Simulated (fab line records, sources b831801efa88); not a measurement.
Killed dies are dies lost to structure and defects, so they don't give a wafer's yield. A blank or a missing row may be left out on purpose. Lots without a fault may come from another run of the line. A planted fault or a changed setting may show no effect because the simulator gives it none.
Which tool did it? | flow gf180mcu | 12 lots, 36 wafers sampled, at 3 steps of a route of 602

WHAT THE GAUGES READ, wafer by wafer
GF_NSD_TW_MEAS_12.
lot  | measured     | on            | NSD_TW
L075 | day 13 15:17 | film_metro-01 | 4238 4232 4225
L077 | day 13 22:40 | film_metro-04 | 4231 4241 4227
L079 | day 14 13:11 | film_metro-03 | 4252 4235 4255
L081 | day 15 09:23 | film_metro-01 | 4269 4305 4298
L084 | day 16 08:58 | film_metro-01 | 4263 4246 4265
L085 | day 16 15:04 | film_metro-03 | 4218 4200 4212
L087 | day 17 17:23 | film_metro-04 | 4189 4184 4180
L089 | day 18 16:01 | film_metro-04 | 4227 4250 4249
L091 | day 19 01:56 | film_metro-03 | 4181 4190 4176
L092 | day 19 14:26 | film_metro-03 | 4195 4211 4197
L095 | day 20 10:18 | film_metro-04 | 4210 4221 4222
L097 | day 21 01:53 | film_metro-03 | 4254 4245 4234

WHICH TOOL RAN EACH LOT (tool, then ch and the chambers of the sampled wafers, then the start)
lot  | GF_HV_LDD_STRIP_10                   | GF_HV_LDD_STRIP_49
L075 | plasma_asher-02 ch 0,1, day 10 02:17 | plasma_asher-02 ch 0,1, day 12 10:14
L077 | plasma_asher-01 ch 0,1, day 10 09:58 | plasma_asher-04 ch 0,1, day 12 20:04
L079 | plasma_asher-02 ch 0,1, day 11 04:40 | plasma_asher-01 ch 0,1, day 13 14:04
L081 | plasma_asher-04 ch 0,1, day 11 17:20 | plasma_asher-04 ch 0,1, day 14 05:32
L084 | plasma_asher-01 ch 0,1, day 12 15:23 | plasma_asher-02 ch 0,1, day 15 06:10
L085 | plasma_asher-02 ch 0,1, day 12 20:40 | plasma_asher-02 ch 0,1, day 15 12:50
L087 | plasma_asher-04 ch 0,1, day 13 21:23 | plasma_asher-01 ch 0,1, day 16 15:19
L089 | plasma_asher-01 ch 0,1, day 14 13:58 | plasma_asher-02 ch 0,1, day 17 11:50
L091 | plasma_asher-02 ch 0,1, day 14 23:26 | plasma_asher-01 ch 0,1, day 17 22:32
L092 | plasma_asher-04 ch 0,1, day 15 10:58 | plasma_asher-04 ch 0,1, day 18 09:11
L095 | plasma_asher-01 ch 0,1, day 16 06:50 | plasma_asher-04 ch 0,1, day 19 06:20
L097 | plasma_asher-01 ch 0,1, day 16 20:13 | plasma_asher-04 ch 0,1, day 19 21:49
- GF_HV_LDD_STRIP_10: strips in O2/N2.
- GF_HV_LDD_STRIP_49: strips in O2/N2.

THE ANSWER, worked out from the rows above alone
Rule: what is usual is taken from the lots themselves. Put in order of their means at a reading, lots are off if they are a third of the lots or fewer, leave a main group of 4 or more, and stand apart from it by a gap of 3 or more times the standard deviation of the main group's means; of several such gaps the widest counts. A main group whose means are all the same, to the digits that the tables above print for the reading, isn't used. A lot without any number at a reading at which 4 lots or more have one is off too. The other lots that the step has rows for count as sound.
No lot is off at any reading shown: from this, nothing can be told.

WHAT THE SIMULATOR HAD PUT IN
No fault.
